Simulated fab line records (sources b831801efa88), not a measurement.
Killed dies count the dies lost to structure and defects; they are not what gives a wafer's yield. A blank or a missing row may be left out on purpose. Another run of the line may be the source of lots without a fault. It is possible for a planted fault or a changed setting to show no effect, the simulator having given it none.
Which tool did it? -- flow gf180mcu -- 39 wafers from 13 lots sampled at 4 of the route's 602 steps

WHAT THE GAUGES SHOWED, per wafer
GF_HV_LDD_OVL_MEAS_08.
lot,measured,on,HV_LDD_OVL (nm)
L875,day 10 04:10,overlay-02,0.0 -1.2 -2.1
L876,day 10 08:07,overlay-01,-0.5 -2.6 -2.3
L880,day 11 13:56,overlay-02,0.5 0.6 1.5
L883,day 12 09:52,overlay-01,-0.8 -1.3 -1.2
L885,day 13 03:47,overlay-02,-0.4 -2.6 -1.5
L888,day 13 22:37,overlay-01,-1.2 0.1 -2.0
L890,day 14 11:37,overlay-01,2.1 2.1 3.5
L891,day 14 18:49,overlay-02,0.1 -0.5 0.4
L892,day 15 08:07,overlay-01,1.2 0.8 0.8
L895,day 16 03:10,overlay-02,0.5 1.3 1.6
L896,day 16 10:53,overlay-01,-2.2 -2.1 -2.6
L897,day 16 17:17,overlay-01,-1.8 -2.8 -0.8
L898,day 17 06:04,overlay-02,0.1 -0.2 -0.3

GF_HV_LDD_RS_MEAS_53: measures by four-point-probe.
lot,measured,on,HV_LDD_RS (ohm/sq)
L875,day 12 13:29,filmMetro-03,418.2 416.8 417.6
L876,day 12 17:11,filmMetro-01,418.7 419.7 419.0
L880,day 14 02:19,filmMetro-03,417.7 418.5 416.6
L883,day 15 01:02,filmMetro-03,417.8 420.0 420.0
L885,day 15 18:24,filmMetro-02,419.8 419.2 418.9
L888,day 16 16:53,filmMetro-01,419.3 419.4 419.6
L890,day 17 07:34,filmMetro-03,416.7 418.7 418.3
L891,day 17 15:46,filmMetro-03,419.4 418.7 419.5
L892,day 18 05:34,filmMetro-01,418.2 419.0 418.8
L895,day 19 02:32,filmMetro-01,418.2 418.1 419.3
L896,day 19 10:56,filmMetro-03,420.0 420.5 420.3
L897,day 19 17:05,filmMetro-03,419.2 420.3 419.1
L898,day 20 07:19,filmMetro-01,419.9 419.5 419.6

GF_PSD_RS_MEAS_14: measures by four-point-probe.
lot,measured,on,NSD_RS (ohm/sq)
L875,day 14 08:56,filmMetro-03,46.44 46.36 46.39
L876,day 14 13:32,filmMetro-03,46.52 46.50 46.52
L880,day 15 23:28,filmMetro-03,46.48 46.31 46.43
L883,day 17 01:03,filmMetro-03,45.25 45.38 45.31 45.33 45.36 45.35
L885,day 17 19:19,filmMetro-03,45.38 45.45 45.31 45.34 45.45 45.26
L888,day 18 20:53,filmMetro-03,46.52 46.42 46.43
L890,day 19 10:21,filmMetro-03,46.30 46.37 46.44
L891,day 19 18:51,filmMetro-03,46.48 46.32 46.45
L892,day 20 09:45,filmMetro-02,46.42 46.40 46.56
L895,day 21 06:38,filmMetro-02,46.56 46.49 46.47
L896,day 21 15:19,filmMetro-02,46.52 46.46 46.38
L897,day 21 21:04,filmMetro-04,46.41 46.43 46.48
L898,day 22 09:59,filmMetro-03,46.35 46.39 46.39

WHAT TOOL EACH LOT RAN ON (gives the tool, then ch and the chambers of the sampled wafers, and finally the start)
lot,GF_NSD_IMPLANT_10
L875,"implanter-01 ch 0, day 13 11:37"
L876,"implanter-01 ch 0, day 13 16:38"
L880,"implanter-03 ch 0, day 15 01:28"
L883,"implanter-03 ch 0, day 16 01:53"
L885,"implanter-03 ch 0, day 16 19:09"
L888,"implanter-01 ch 0, day 17 20:19"
L890,"implanter-04 ch 0, day 18 10:07"
L891,"implanter-01 ch 0, day 18 17:35"
L892,"implanter-01 ch 0, day 19 08:31"
L895,"implanter-03 ch 0, day 20 05:53"
L896,"implanter-03 ch 0, day 20 14:28"
L897,"implanter-04 ch 0, day 20 20:20"
L898,"implanter-03 ch 0, day 21 10:06"
- GF_NSD_IMPLANT_10

WHAT THE TOOLS THEMSELVES READ (means of the sampled wafers that have a number; where no wafer has one, the mark that the record gives instead)
GF_NSD_IMPLANT_10.
lot,tool,doseIonsCm2,endStationPressureTorr (Torr),faradayCurrentUA
L875,implanter-01,5e+14,7.1e-06,2816
L876,implanter-01,5e+14,7.5e-06,2774
L880,implanter-03,5e+14,7.1e-06,2721
L883,implanter-03,6e+14,7.8e-06,3337
L885,implanter-03,6e+14,7.9e-06,3316
L888,implanter-01,5e+14,7.3e-06,2752
L890,implanter-04,5e+14,7.2e-06,2760
L891,implanter-01,5e+14,7.2e-06,2733
L892,implanter-01,5e+14,7.4e-06,2751
L895,implanter-03,5e+14,7.2e-06,2843
L896,implanter-03,5e+14,7.0e-06,2820
L897,implanter-04,5e+14,7.1e-06,2786
L898,implanter-03,5e+14,7.3e-06,2774

THE ANSWER, worked out from the rows above alone
Rule: what is usual is taken from the lots themselves. The widest of any qualifying gaps counts: lots, ordered by their means at a reading, are off when they make up no more than a third of the lots, leave a main group of 4 or more, and stand apart from it by 3 or more times the standard deviation of that group's means. A main group is skipped when, at the precision printed for the reading in the tables above, its means are all equal. A lot without any number at a reading at which 4 lots or more have one is off too. All remaining lots with rows at the step are treated as sound. After the gauges, taken in route order, come the tools' own readings; for these a lot's mean is taken, as printed above. The first step at which some lot is off is used, and at that step the reading that is off furthest; a lot without a number counts as furthest.
Off: L883, L885, seen at GF_PSD_RS_MEAS_14 (NSD_RS). The main group: mean 46.44 ohm/sq, standard deviation 0.046.
If a tool, at a process step before that reading, ran all the lots that are off and no sound lot after the first of them, it fits. The gauges at GF_PSD_RS_MEAS_14 aren't tried: what is off there is off at GF_NSD_IMPLANT_10 too, on other tools, and a gauge's error can't cause that. Of those tried, none fits.

WHAT THE SIMULATOR HAD PUT IN
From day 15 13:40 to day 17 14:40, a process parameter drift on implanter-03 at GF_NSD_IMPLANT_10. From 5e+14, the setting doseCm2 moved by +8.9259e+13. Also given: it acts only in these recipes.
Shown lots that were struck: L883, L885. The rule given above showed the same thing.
